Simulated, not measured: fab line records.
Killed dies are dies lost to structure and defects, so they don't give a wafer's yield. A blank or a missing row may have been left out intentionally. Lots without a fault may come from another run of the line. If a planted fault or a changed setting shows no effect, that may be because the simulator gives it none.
A lot that was struck, set against a sound lot :: flow sfq line :: 20 out of 325 route steps
Sound: wafers L730.1, L730.4, L730.5. Struck: wafers L739.1, L739.3, L739.5. The cause comes at the end.
Order at every step that has rows: each side's tool, ch and its chambers, its first start. Under that, the readings that differ: sound wafers :: struck wafers :: difference of the means :: sigmas: that difference in standard deviations of wafers without a fault.
alike: a reading whose means differ by less than 2 such deviations, as well as words and numbers matching on both sides. not compared: withheld readings; readings where some wafer has no value; bounds like >300 that might hide an equal value; numbers whose values overlap and for which the record gives no deviation.
The two part at a step that has a row with sigmas, a row that says differs or no value, or rows on one side only. Numbers that have no deviation but don't overlap get no sigmas and don't part them. Lack of a reading on every wafer of one side parts them only where that side has two or more wafers.

first, 5 steps without rows for these wafers: SFQ_TRILAYER_R5_LITHO_COAT_136 (resist thk 600 nm); SFQ_TRILAYER_R5_LITHO_SOFTBAKE_140; SFQ_TRILAYER_R5_LITHO_EXPOSE_137 (exposes mask R5, target cd 500 nm); SFQ_TRILAYER_R5_LITHO_PEB_139 (peb time 60 s); SFQ_TRILAYER_R5_LITHO_DEVELOP_138 (time 60 s).
SFQ_R5_OVL_MEAS_935:
  sound on overlay-01, day 73 15:59; struck on overlay-02, day 76 00:44
  alike: R5_OVL
SFQ_TRILAYER_R5_BARC_OPEN_METAL_ETCH_177: etches BARC in O2, target depth 125 nm, time 41.7 s.
  sound on rie metal-02 ch 0,1, day 73 16:01; struck on rie metal-04 ch 0,1, day 76 00:46
reading: oes product au (a.u.)
sound: 0.695 0.693 0.695
struck: 0.675 0.686 0.687
difference: -0.012
sigmas: -2
  alike: drypump motor current A
  not compared: rf hours counter h
SFQ_TRILAYER_R5_ETCH_METAL_ETCH_139: etches the open film in Cl2, stops on SiO2, target depth 60 nm, time 40 s.
  sound on rie metal-02 ch 0,1, day 73 16:05; struck on rie metal-04 ch 0,1, day 76 00:50
  alike: drypump motor current A, oes product au
  not compared: rf hours counter h
SFQ_TRILAYER_R5_STRIP_STRIP_140: strips in O2.
  sound on rie metal-02 ch 0,1, day 73 16:08; struck on rie metal-04 ch 0,1, day 76 00:53
  alike: drypump motor current A, oes product au, platen temp c
  not compared: rf hours counter h
then, 1 step without rows for these wafers: SFQ_TRILAYER_R5_STRIP_SOLV_CLEAN_141 (cleans in NMP, time 600 s).
SFQ_TRILAYER_A5C_DEP_PECVD_142: deposits SiO2 from SiH4/N2O, time 15.556 s, target thk 70 nm.
  sound on pecvd-02 ch 1,2, day 73 16:55; struck on pecvd-02 ch 0,1,2, day 76 01:40
  alike: heater power w, throttle valve pct
then, 1 step without rows for these wafers: SFQ_TRILAYER_I5_LITHO_COAT_149 (resist thk 62 nm).
SFQ_TRILAYER_I5_LITHO_COAT_144: resist thk 650 nm.
  sound on litho track-02 ch 0, day 73 17:14; struck on litho track-04 ch 0, day 76 02:09
reading: spin speed rpm (rpm)
sound: 3002.2 3003.4 3001.7
struck: 2791.8 2793.1 2792.8
difference: -209.9
sigmas: -99 or more

reading: model.KrF_of_TRILAYER_I5_LITHO_COAT_144.thk nm (nm)
sound: 648.2 650.8 648.6
struck: 674.8 674.7 676.5
difference: +26.1
sigmas: 
then, 4 steps without rows for these wafers: SFQ_TRILAYER_I5_LITHO_SOFTBAKE_148; SFQ_TRILAYER_I5_LITHO_EXPOSE_145 (exposes mask I5, target cd 700 nm); SFQ_TRILAYER_I5_LITHO_PEB_147 (peb time 60 s); SFQ_TRILAYER_I5_LITHO_DEVELOP_146 (time 60 s).
-- the record jumps here: 4 days lie between the struck wafers' starts before and after --
SFQ_I5_OVL_MEAS_936:
  sound on overlay-02, day 73 23:11; struck on overlay-01, day 80 02:40
  alike: I5_OVL
SFQ_TRILAYER_I5_BARC_OPEN_VIA_ETCH_200: etches BARC in O2, target depth 125 nm, time 41.7 s.
  sound on rie diel-02 ch 0,2,3, day 73 23:13; struck on rie diel-02 ch 0,1, day 80 02:42
reading: model.KrF_of_TRILAYER_I5_LITHO_COAT_144.thk nm (nm)
sound: 571.5 574.2 572
struck: 599.2 597.2 599
difference: +25.9
sigmas: 
  alike: drypump motor current A, oes product au
  not compared: rf hours counter h
SFQ_TRILAYER_I5_ETCH_VIA_ETCH_147: etches the open film in CHF3, stops on Nb, target depth 360 nm.
  sound on rie diel-02 ch 0,2,3, day 73 23:16; struck on rie diel-02 ch 0,1, day 80 02:44
  alike: drypump motor current A, oes product au

## WHERE THEY PART
At SFQ_TRILAYER_R5_BARC_OPEN_METAL_ETCH_177 first; at SFQ_TRILAYER_I5_LITHO_COAT_144 last (within this record only). Later steps at which nothing parts them and some readings are alike: SFQ_I5_OVL_MEAS_936, SFQ_TRILAYER_I5_BARC_OPEN_VIA_ETCH_200, SFQ_TRILAYER_I5_ETCH_VIA_ETCH_147.

WHY: whatever the simulator had introduced
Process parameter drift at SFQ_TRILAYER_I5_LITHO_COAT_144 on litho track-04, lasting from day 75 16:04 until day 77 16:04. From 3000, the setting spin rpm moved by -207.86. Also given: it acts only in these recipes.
